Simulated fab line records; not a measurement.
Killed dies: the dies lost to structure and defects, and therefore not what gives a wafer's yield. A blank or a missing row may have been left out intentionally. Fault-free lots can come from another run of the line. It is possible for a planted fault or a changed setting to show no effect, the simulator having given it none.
fab line records	flow gf180mcu
record lots=24	wafers=72	last-day=34
route steps=602 shown M1@317 M2@367 V2@385
lots that met no fault: from a run of the same line without faults
start-h: the number of hours between the record's first day and the start of the first shown wafer of the lot	wait-h: hours elapsed since this lot's preceding step	" unchanged from the row above	L1.1+2: a row that stands for several wafers	- no value, or no start was given	* or withheld: withheld	< > ~ a bound
route shown NAME@n: names a module that has steps shown in the file, with the first one's number in the route	usual: average and standard deviation across the fault-free wafers	same: alike in all rows	chamber/n: place in a boat	sites: per-site readings	_std_site: the standard deviation of these	_edge_site: outer sites' mean less inner sites'	radius-mm: how far each site lies from the wafer's centre	mask NAME#n: copy n	behind: the most recent tool/chamber to have shaped the wafer	hold: why the lot was held/for how many hours/how that ended	device: the n, p or np transistor that did not switch	end of line: tests run on the same wafers once the route is complete	for a step that has no rows: nothing shown but its recipe	killed: dies that structure and defects cost at the first sort, which is not the same as the wafer's yield	map: the dies of a wafer, with x for killed, . for not killed, _ for no die there
set.NAME: the setting as run; set.NAME@STEP: as run at that earlier step	model.NAME: the simulator's own value behind a step, which no gauge read
one table for each step of the route and one row for each wafer, over a sample of lots
services: when a tool's chamber went out of use (start-h, in hours from the record's first day, below 0 if earlier), for how many hours, and the reason
## steps
# step GF_M1_SPUTTER_02
# recipe material=AlCu	target-thk-nm=450	power-w=10600	time-s=23.9	chamber-pressure-pa=0.4
# usual throttle-valve-pct=30.0/1.5
lot.wafer	tool	chamber	start-h	wait-h	throttle-valve-pct
L074.1	pvd-sputter-01	-	362.69	0.0	30.3
L074.2	"	-	"	"	29.7
L074.6	"	-	"	"	30.0
L075.2	pvd-sputter-01	-	369.44	0.0	32.5
L075.4	"	-	"	"	29.6
L075.5	"	-	"	"	30.0
L076.4	pvd-sputter-03	-	383.91	0.0	30.2
L076.5	"	-	"	"	30.0
L076.6	"	-	"	"	32.6
L077.2	pvd-sputter-01	-	389.28	0.0	29.2
L077.3	"	-	"	"	30.1
L077.6	"	-	"	"	29.3
L078.1	pvd-sputter-03	-	398.98	0.0	29.6
L078.2	"	-	"	"	28.6
L078.6	"	-	"	"	28.3
L079.1	pvd-sputter-03	-	409.78	0.0	29.4
L079.3	"	-	"	"	32.6
L079.4	"	-	"	"	30.1
L080.1	pvd-sputter-03	-	411.88	0.0	32.5
L080.3	"	-	"	"	30.0
L080.4	"	-	"	"	29.6
L081.2	pvd-sputter-03	-	430.92	0.0	32.7
L081.4	"	-	"	"	29.3
L081.5	"	-	"	"	29.9
L082.1	pvd-sputter-02	-	433.57	0.0	32.1
L082.5	"	-	"	"	29.4
L082.6	"	-	"	"	28.2
L083.2	pvd-sputter-02	-	440.82	0.0	31.9
L083.4	"	-	"	"	28.0
L083.5	"	-	"	"	27.8
L084.3	pvd-sputter-02	-	456.54	0.0	29.5
L084.4	"	-	"	"	27.9
L084.6	"	-	"	"	30.5
L085.1	pvd-sputter-02	-	465.79	0.0	29.4
L085.2	"	-	"	"	31.7
L085.3	"	-	"	"	28.1
L086.3	pvd-sputter-01	-	471.77	0.0	29.1
L086.4	"	-	"	"	30.2
L086.5	"	-	"	"	32.7
L087.4	pvd-sputter-03	-	474.94	0.0	28.2
L087.5	"	-	"	"	29.5
L087.6	"	-	"	"	29.7
L088.4	pvd-sputter-02	-	489.07	0.0	31.9
L088.5	"	-	"	"	28.3
L088.6	"	-	"	"	29.4
L089.1	pvd-sputter-02	-	496.77	0.0	29.1
L089.3	"	-	"	"	31.8
L089.6	"	-	"	"	29.1
L090.1	pvd-sputter-01	-	507.30	0.0	29.9
L090.2	"	-	"	"	32.5
L090.3	"	-	"	"	29.4
L091.4	pvd-sputter-01	-	512.86	0.0	29.0
L091.5	"	-	"	"	28.9
L091.6	"	-	"	"	29.4
L092.2	pvd-sputter-02	-	519.72	0.0	29.6
L092.3	"	-	"	"	30.3
L092.4	"	-	"	"	31.8
L093.1	pvd-sputter-02	-	528.17	0.0	28.2
L093.3	"	-	"	"	29.5
L093.5	"	-	"	"	28.0
L094.1	pvd-sputter-02	-	539.19	0.0	31.7
L094.4	"	-	"	"	30.5
L094.5	"	-	"	"	28.2
L095.1	pvd-sputter-03	-	542.57	0.0	29.5
L095.4	"	-	"	"	28.2
L095.5	"	-	"	"	32.5
L096.2	pvd-sputter-01	-	550.10	0.0	28.8
L096.4	"	-	"	"	30.3
L096.5	"	-	"	"	29.5
L097.2	pvd-sputter-01	-	566.92	0.0	32.3
L097.3	"	-	"	"	29.3
L097.6	"	-	"	"	32.2
# step GF_M1_SPUTTER_03
# recipe material=Ti	target-thk-nm=10	substrate-temp-c=300	chamber-pressure-pa=0.3	power-w=3000	time-s=6.7
# usual throttle-valve-pct=30.1/1.5
lot.wafer	tool	chamber	start-h	wait-h	throttle-valve-pct
L074.1	pvd-sputter-01	-	362.72	0.0	29.9
L074.2	"	-	"	"	29.4
L074.6	"	-	"	"	29.9
L075.2	pvd-sputter-01	-	369.47	0.0	32.6
L075.4	"	-	"	"	30.0
L075.5	"	-	"	"	30.0
L076.4	pvd-sputter-03	-	383.94	0.0	29.8
L076.5	"	-	"	"	29.7
L076.6	"	-	"	"	32.8
L077.2	pvd-sputter-01	-	389.31	0.0	29.1
L077.3	"	-	"	"	30.0
L077.6	"	-	"	"	29.8
L078.1	pvd-sputter-03	-	399.01	0.0	29.5
L078.2	"	-	"	"	28.6
L078.6	"	-	"	"	28.5
L079.1	pvd-sputter-03	-	409.81	0.0	29.3
L079.3	"	-	"	"	32.5
L079.4	"	-	"	"	29.8
L080.1	pvd-sputter-03	-	411.91	0.0	32.6
L080.3	"	-	"	"	29.9
L080.4	"	-	"	"	29.4
L081.2	pvd-sputter-03	-	430.95	0.0	32.5
L081.4	"	-	"	"	29.6
L081.5	"	-	"	"	30.1
L082.1	pvd-sputter-02	-	433.60	0.0	31.9
L082.5	"	-	"	"	29.7
L082.6	"	-	"	"	28.0
L083.2	pvd-sputter-02	-	440.85	0.0	31.7
L083.4	"	-	"	"	28.1
L083.5	"	-	"	"	28.2
L084.3	pvd-sputter-02	-	456.57	0.0	29.1
L084.4	"	-	"	"	28.0
L084.6	"	-	"	"	30.6
L085.1	pvd-sputter-02	-	465.82	0.0	29.4
L085.2	"	-	"	"	31.7
L085.3	"	-	"	"	28.0
L086.3	pvd-sputter-01	-	471.80	0.0	29.1
L086.4	"	-	"	"	30.1
L086.5	"	-	"	"	32.3
L087.4	pvd-sputter-03	-	474.97	0.0	28.3
L087.5	"	-	"	"	29.2
L087.6	"	-	"	"	29.6
L088.4	pvd-sputter-02	-	489.10	0.0	31.6
L088.5	"	-	"	"	28.0
L088.6	"	-	"	"	29.4
L089.1	pvd-sputter-02	-	496.80	0.0	29.6
L089.3	"	-	"	"	31.9
L089.6	"	-	"	"	29.3
L090.1	pvd-sputter-01	-	507.34	0.0	30.3
L090.2	"	-	"	"	32.7
L090.3	"	-	"	"	29.5
L091.4	pvd-sputter-01	-	512.89	0.0	28.9
L091.5	"	-	"	"	29.2
L091.6	"	-	"	"	29.6
L092.2	pvd-sputter-02	-	519.75	0.0	29.4
L092.3	"	-	"	"	30.5
L092.4	"	-	"	"	31.9
L093.1	pvd-sputter-02	-	528.20	0.0	28.0
L093.3	"	-	"	"	29.3
L093.5	"	-	"	"	28.2
L094.1	pvd-sputter-02	-	539.22	0.0	31.8
L094.4	"	-	"	"	30.3
L094.5	"	-	"	"	27.9
L095.1	pvd-sputter-03	-	542.60	0.0	29.5
L095.4	"	-	"	"	28.5
L095.5	"	-	"	"	32.3
L096.2	pvd-sputter-01	-	550.13	0.0	29.1
L096.4	"	-	"	"	29.9
L096.5	"	-	"	"	29.4
L097.2	pvd-sputter-01	-	566.95	0.0	32.5
L097.3	"	-	"	"	29.5
L097.6	"	-	"	"	32.3
# step GF_M1_STRIP_17
# recipe chemistry=O2/N2	power-w=1400	pressure-mtorr=1500	platen-temp-c=250	o2-flow-sccm=3000	n2-flow-sccm=300	overash-fraction=0.5
# usual drypump-motor-current-A=5.7/0.57	heater-power-w=301/17	oes-product-au=0.537/0.0053	strip-time-to-endpoint-s=7.37/0.048
lot.wafer	tool	chamber	start-h	wait-h	drypump-motor-current-A	heater-power-w	oes-product-au	rf-hours-counter-h	strip-time-to-endpoint-s
L074.1	plasma-asher-02	1	385.00	0.1	4.9	323	0.535	79	7.38
L074.2	"	0	"	"	5.2	290	0.542	79	7.38
L074.6	"	1	"	"	5.0	325	0.539	-	7.43
L075.2	plasma-asher-03	0	392.63	0.1	6.4	277	0.539	58	7.40
L075.4	"	0	"	"	6.4	277	0.534	-	7.37
L075.5	"	1	"	"	6.0	302	0.537	-	7.36
L076.4	plasma-asher-03	0	407.93	0.1	6.4	278	0.537	-	7.42
L076.5	"	0	"	"	6.4	273	0.536	-	7.43
L076.6	"	1	"	"	6.0	299	0.527	-	7.37
L077.2	plasma-asher-01	0	412.88	0.1	6.1	329	0.537	31	7.29
L077.3	"	1	"	"	6.1	290	0.537	-	7.36
L077.6	"	0	"	"	6.1	330	0.535	-	7.38
L078.1	plasma-asher-03	0	423.19	0.1	6.4	285	0.543	62	7.32
L078.2	"	1	"	"	6.0	303	0.547	62	7.40
L078.6	"	1	"	"	6.0	302	0.533	-	7.39
L079.1	plasma-asher-02	0	434.23	0.1	5.3	304	0.541	0	7.46
L079.3	"	0	"	"	5.2	295	0.541	-	7.39
L079.4	"	1	"	"	4.9	310	0.545	-	7.44
L080.1	plasma-asher-03	0	436.26	0.1	6.4	264	0.550	63	7.41
L080.3	"	1	"	"	6.0	295	0.544	-	7.43
L080.4	"	0	"	"	6.4	281	0.547	-	7.39
L081.2	plasma-asher-01	0	455.74	0.1	6.1	323	0.536	35	7.42
L081.4	"	1	"	"	6.1	296	0.546	-	7.41
L081.5	"	0	"	"	6.1	331	0.534	-	7.38
L082.1	plasma-asher-03	0	457.93	0.1	6.4	276	0.536	65	7.40
L082.5	"	0	"	"	6.4	283	0.530	-	7.33
L082.6	"	1	"	"	6.0	306	0.533	-	7.34
L083.2	plasma-asher-02	0	465.72	0.2	5.2	298	0.538	3	7.41
L083.4	"	0	"	"	5.2	302	0.542	-	7.41
L083.5	"	1	"	"	4.9	317	0.543	-	7.41
L084.3	plasma-asher-03	1	480.62	0.2	6.0	300	0.537	-	7.38
L084.4	"	0	"	"	6.4	276	0.541	-	7.36
L084.6	"	0	"	"	6.4	272	0.537	-	7.36
L085.1	plasma-asher-01	1	490.11	0.1	6.1	287	0.535	39	7.35
L085.2	"	0	"	"	6.1	337	0.534	39	7.40
L085.3	"	1	"	"	6.1	295	0.548	-	7.35
L086.3	plasma-asher-03	0	495.72	0.1	6.4	269	0.531	-	7.33
L086.4	"	1	"	"	6.0	308	0.538	-	7.37
L086.5	"	1	"	"	6.0	311	0.534	-	7.38
L087.4	plasma-asher-01	1	499.09	0.1	6.1	295	0.530	-	7.40
L087.5	"	0	"	"	6.1	336	0.531	-	7.28
L087.6	"	1	"	"	6.0	292	0.543	-	7.39
L088.4	plasma-asher-02	1	512.89	0.1	4.9	319	0.549	-	7.42
L088.5	"	0	"	"	5.3	308	0.532	-	7.28
L088.6	"	1	"	"	4.9	318	0.539	-	7.38
L089.1	plasma-asher-02	1	520.91	0.1	4.9	320	0.538	9	7.26
L089.3	"	0	"	"	5.3	298	0.537	-	7.40
L089.6	"	0	"	"	5.2	304	0.526	-	7.29
L090.1	plasma-asher-02	0	530.34	0.1	5.2	298	0.536	10	7.39
L090.2	"	1	"	"	4.9	321	0.546	10	7.37
L090.3	"	1	"	"	4.9	323	0.535	-	7.33
L091.4	plasma-asher-02	0	536.13	0.1	5.3	289	0.530	-	7.30
L091.5	"	0	"	"	5.2	299	0.537	-	7.39
L091.6	"	1	"	"	4.9	318	0.532	-	7.27
L092.2	plasma-asher-02	0	543.39	0.1	5.3	307	0.543	12	7.44
L092.3	"	0	"	"	5.3	300	0.537	-	7.38
L092.4	"	1	"	"	4.9	321	0.545	-	7.47
L093.1	plasma-asher-03	0	551.01	0.1	6.4	275	0.539	75	7.39
L093.3	"	1	"	"	6.0	306	0.532	-	7.37
L093.5	"	0	"	"	6.4	271	0.536	-	7.41
L094.1	plasma-asher-03	1	562.33	0.1	6.0	305	0.536	77	7.36
L094.4	"	0	"	"	6.4	276	0.541	-	7.34
L094.5	"	1	"	"	6.0	303	0.538	-	7.39
L095.1	plasma-asher-03	0	564.99	0.2	6.4	277	0.544	77	7.46
L095.4	"	1	"	"	6.0	303	0.544	-	7.47
L095.5	"	1	"	"	6.0	300	0.541	-	7.45
L096.2	plasma-asher-02	0	572.43	0.1	5.2	302	0.536	15	7.40
L096.4	"	0	"	"	5.2	301	0.539	-	7.38
L096.5	"	0	"	"	5.2	294	0.528	-	7.35
L097.2	plasma-asher-02	1	589.34	0.1	4.9	323	0.542	17	7.31
L097.3	"	1	"	"	4.9	312	0.539	-	7.33
L097.6	"	0	"	"	5.2	300	0.543	-	7.36
# step GF_M2_RS_MEAS_05
# recipe thk-meas-gauge=four-point-probe	reads=TiN_of_M2_SPUTTER_04+Ti_of_M2_SPUTTER_03+AlCu_of_M2_SPUTTER_02+TiN_of_M2_SPUTTER_01+Ti_of_M2_SPUTTER_00
# usual M2_ALCU_RS=0.0691/0.00058
lot.wafer	tool	chamber	start-h	wait-h	M2_ALCU_RS[ohm/sq]
L074.1	film-metro-02	-	411.36	0.0	0.0698
L074.2	"	-	"	"	0.0694
L074.6	"	-	"	"	0.0696
L075.2	film-metro-04	-	419.23	0.0	0.0692
L075.4	"	-	"	"	0.0690
L075.5	"	-	"	"	0.0686
L076.4	film-metro-04	-	434.94	0.1	0.0695
L076.5	"	-	"	"	0.0694
L076.6	"	-	"	"	0.0692
L077.2	film-metro-02	-	440.02	0.0	0.0694
L077.3	"	-	"	"	0.0689
L077.6	"	-	"	"	0.0689
L078.1	film-metro-04	-	450.59	0.0	0.0684
L078.2	"	-	"	"	0.0688
L078.6	"	-	"	"	0.0681
L079.1	film-metro-02	-	461.69	0.0	0.0685
L079.3	"	-	"	"	0.0684
L079.4	"	-	"	"	0.0689
L080.1	film-metro-03	-	464.19	0.0	0.0682
L080.3	"	-	"	"	0.0683
L080.4	"	-	"	"	0.0677
L081.2	film-metro-04	-	482.65	0.0	0.0690
L081.4	"	-	"	"	0.0686
L081.5	"	-	"	"	0.0691
L082.1	film-metro-02	-	484.88	0.0	0.0690
L082.5	"	-	"	"	0.0696
L082.6	"	-	"	"	0.0690
L083.2	film-metro-02	-	492.52	0.0	0.0692
L083.4	"	-	"	"	0.0695
L083.5	"	-	"	"	0.0699
L084.3	film-metro-04	-	507.46	0.1	0.0686
L084.4	"	-	"	"	0.0688
L084.6	"	-	"	"	0.0691
L085.1	film-metro-03	-	516.23	0.0	0.0690
L085.2	"	-	"	"	0.0692
L085.3	"	-	"	"	0.0695
L086.3	film-metro-03	-	522.02	0.1	0.0684
L086.4	"	-	"	"	0.0683
L086.5	"	-	"	"	0.0685
L087.4	film-metro-03	-	525.36	0.1	0.0696
L087.5	"	-	"	"	0.0696
L087.6	"	-	"	"	0.0702
L088.4	film-metro-04	-	538.87	0.1	0.0691
L088.5	"	-	"	"	0.0691
L088.6	"	-	"	"	0.0689
L089.1	film-metro-02	-	546.28	0.0	0.0696
L089.3	"	-	"	"	0.0685
L089.6	"	-	"	"	0.0688
L090.1	film-metro-02	-	555.67	0.0	0.0685
L090.2	"	-	"	"	0.0685
L090.3	"	-	"	"	0.0687
L091.4	film-metro-04	-	561.53	0.1	0.0695
L091.5	"	-	"	"	0.0696
L091.6	"	-	"	"	0.0693
L092.2	film-metro-02	-	568.79	0.0	0.0694
L092.3	"	-	"	"	0.0698
L092.4	"	-	"	"	0.0689
L093.1	film-metro-02	-	575.43	0.0	0.0686
L093.3	"	-	"	"	0.0699
L093.5	"	-	"	"	0.0689
L094.1	film-metro-03	-	586.72	0.0	0.0704
L094.4	"	-	"	"	0.0703
L094.5	"	-	"	"	0.0690
L095.1	film-metro-02	-	589.19	0.0	0.0692
L095.4	"	-	"	"	0.0697
L095.5	"	-	"	"	0.0688
L096.2	film-metro-02	-	596.92	0.0	0.0690
L096.4	"	-	"	"	0.0682
L096.5	"	-	"	"	0.0694
L097.2	film-metro-03	-	613.39	0.0	0.0694
L097.3	"	-	"	"	0.0690
L097.6	"	-	"	"	0.0692
# step GF_V2_THK_MEAS_03
# recipe reads=SiO2_of_V2_CVD_02
# usual V2_CVD_02_THK=852/11
lot.wafer	tool	chamber	start-h	wait-h	V2_CVD_02_THK[nm]
L074.1	film-metro-04	-	436.07	0.0	841
L074.2	"	-	"	"	840
L074.6	"	-	"	"	859
L075.2	film-metro-01	-	444.92	0.0	859
L075.4	"	-	"	"	861
L075.5	"	-	"	"	866
L076.4	film-metro-04	-	461.03	0.0	858
L076.5	"	-	"	"	851
L076.6	"	-	"	"	874
L077.2	film-metro-04	-	465.76	0.0	830
L077.3	"	-	"	"	829
L077.6	"	-	"	"	852
L078.1	film-metro-03	-	476.31	0.0	837
L078.2	"	-	"	"	839
L078.6	"	-	"	"	863
L079.1	film-metro-04	-	486.42	0.0	856
L079.3	"	-	"	"	856
L079.4	"	-	"	"	861
L080.1	film-metro-04	-	488.81	0.0	855
L080.3	"	-	"	"	847
L080.4	"	-	"	"	858
L081.2	film-metro-04	-	507.27	0.0	852
L081.4	"	-	"	"	864
L081.5	"	-	"	"	856
L082.1	film-metro-01	-	509.78	0.0	853
L082.5	"	-	"	"	866
L082.6	"	-	"	"	880
L083.2	film-metro-04	-	516.95	0.0	852
L083.4	"	-	"	"	863
L083.5	"	-	"	"	857
L084.3	film-metro-03	-	531.28	0.1	848
L084.4	"	-	"	"	855
L084.6	"	-	"	"	859
L085.1	film-metro-03	-	539.74	0.0	853
L085.2	"	-	"	"	859
L085.3	"	-	"	"	861
L086.3	film-metro-01	-	545.78	0.1	843
L086.4	"	-	"	"	856
L086.5	"	-	"	"	847
L087.4	film-metro-04	-	549.04	0.0	855
L087.5	"	-	"	"	862
L087.6	"	-	"	"	845
L088.4	film-metro-01	-	562.76	0.0	869
L088.5	"	-	"	"	857
L088.6	"	-	"	"	850
L089.1	film-metro-03	-	569.84	0.0	851
L089.3	"	-	"	"	835
L089.6	"	-	"	"	864
L090.1	film-metro-03	-	578.97	0.0	857
L090.2	"	-	"	"	836
L090.3	"	-	"	"	846
L091.4	film-metro-01	-	583.93	0.0	862
L091.5	"	-	"	"	847
L091.6	"	-	"	"	866
L092.2	film-metro-01	-	590.66	0.0	838
L092.3	"	-	"	"	849
L092.4	"	-	"	"	869
L093.1	film-metro-01	-	597.68	0.0	835
L093.3	"	-	"	"	836
L093.5	"	-	"	"	844
L094.1	film-metro-04	-	607.81	0.0	836
L094.4	"	-	"	"	849
L094.5	"	-	"	"	843
L095.1	film-metro-03	-	611.67	0.0	851
L095.4	"	-	"	"	863
L095.5	"	-	"	"	862
L096.2	film-metro-03	-	618.43	0.0	859
L096.4	"	-	"	"	848
L096.5	"	-	"	"	863
L097.2	film-metro-04	-	634.41	0.1	851
L097.3	"	-	"	"	842
L097.6	"	-	"	"	851
# step GF_V2_SPUTTER_22
# recipe material=TiN	target-thk-nm=10	chamber-pressure-pa=5	power-w=4000	time-s=40
# usual throttle-valve-pct=29.9/1.3
lot.wafer	tool	chamber	start-h	wait-h	throttle-valve-pct
L074.1	pvd-sputter-01	-	461.65	0.0	29.6
L074.2	"	-	"	"	28.9
L074.6	"	-	"	"	29.6
L075.2	pvd-sputter-03	-	470.75	0.0	32.5
L075.4	"	-	"	"	29.7
L075.5	"	-	"	"	29.2
L076.4	pvd-sputter-03	-	486.06	0.0	28.2
L076.5	"	-	"	"	29.1
L076.6	"	-	"	"	28.7
L077.2	pvd-sputter-01	-	491.18	0.0	29.0
L077.3	"	-	"	"	29.7
L077.6	"	-	"	"	28.9
L078.1	pvd-sputter-01	-	501.32	0.0	29.0
L078.2	"	-	"	"	32.6
L078.6	"	-	"	"	30.2
L079.1	pvd-sputter-03	-	511.67	0.0	32.6
L079.3	"	-	"	"	28.2
L079.4	"	-	"	"	29.5
L080.1	pvd-sputter-03	-	513.83	0.0	29.6
L080.3	"	-	"	"	29.2
L080.4	"	-	"	"	28.4
L081.2	pvd-sputter-01	-	531.29	0.0	29.6
L081.4	"	-	"	"	29.0
L081.5	"	-	"	"	29.1
L082.1	pvd-sputter-03	-	534.18	0.0	32.4
L082.5	"	-	"	"	32.5
L082.6	"	-	"	"	28.4
L083.2	pvd-sputter-03	-	541.12	0.0	32.3
L083.4	"	-	"	"	29.9
L083.5	"	-	"	"	29.8
L084.3	pvd-sputter-03	-	555.18	0.0	32.5
L084.4	"	-	"	"	28.4
L084.6	"	-	"	"	32.3
L085.1	pvd-sputter-03	-	563.53	0.0	29.3
L085.2	"	-	"	"	29.8
L085.3	"	-	"	"	32.6
L086.3	pvd-sputter-03	-	569.82	0.0	29.7
L086.4	"	-	"	"	32.7
L086.5	"	-	"	"	28.5
L087.4	pvd-sputter-04	-	572.33	0.0	30.0
L087.5	"	-	"	"	29.8
L087.6	"	-	"	"	29.0
L088.4	pvd-sputter-04	-	584.92	0.0	29.0
L088.5	"	-	"	"	28.7
L088.6	"	-	"	"	29.0
L089.1	pvd-sputter-03	-	591.86	0.0	29.9
L089.3	"	-	"	"	32.6
L089.6	"	-	"	"	29.3
L090.1	pvd-sputter-04	-	601.88	0.0	28.8
L090.2	"	-	"	"	30.0
L090.3	"	-	"	"	29.0
L091.4	pvd-sputter-04	-	606.87	0.0	29.1
L091.5	"	-	"	"	28.9
L091.6	"	-	"	"	29.7
L092.2	pvd-sputter-01	-	612.68	0.0	29.6
L092.3	"	-	"	"	29.3
L092.4	"	-	"	"	29.9
L093.1	pvd-sputter-03	-	620.39	0.0	30.1
L093.3	"	-	"	"	32.8
L093.5	"	-	"	"	32.5
L094.1	pvd-sputter-01	-	629.58	0.0	28.9
L094.4	"	-	"	"	30.0
L094.5	"	-	"	"	29.4
L095.1	pvd-sputter-03	-	633.28	0.0	29.3
L095.4	"	-	"	"	29.8
L095.5	"	-	"	"	32.2
L096.2	pvd-sputter-03	-	639.59	0.0	29.5
L096.4	"	-	"	"	29.8
L096.5	"	-	"	"	29.8
L097.2	pvd-sputter-04	-	655.85	0.0	29.9
L097.3	"	-	"	"	29.1
L097.6	"	-	"	"	29.3
## services
tool	chamber	start-h	hours	kind
pvd-sputter-04	-	391.30	1.9	repair
pvd-sputter-01	-	391.92	4.0	repair
plasma-asher-02	-	421.25	9.0	pm
plasma-asher-01	-	422.48	4.3	repair
pvd-sputter-03	1	431.01	-	consumable-replace:kit
pvd-sputter-03	1	431.01	18.0	scheduled-down
pvd-sputter-03	1	431.01	18.0	vent-cycle
pvd-sputter-02	-	434.48	1.1	repair
plasma-asher-02	-	459.89	5.3	repair
pvd-sputter-04	-	469.33	85.3	repair
pvd-sputter-03	-	476.62	1.5	repair
plasma-asher-02	-	494.34	2.8	pm
plasma-asher-01	-	508.73	3.1	repair
pvd-sputter-04	-	520.45	4.7	repair
pvd-sputter-01	-	523.33	1.2	repair
plasma-asher-01	-	524.98	12.6	repair
pvd-sputter-02	-	548.33	4.6	repair
plasma-asher-02	-	576.29	1.5	repair
pvd-sputter-02	-	583.26	6.2	repair
pvd-sputter-03	-	593.78	9.8	repair
pvd-sputter-01	-	619.37	4.2	repair
plasma-asher-03	-	627.01	10.0	pm
pvd-sputter-01	-	629.73	3.0	repair
plasma-asher-01	-	644.51	0.7	repair
## key
fault none
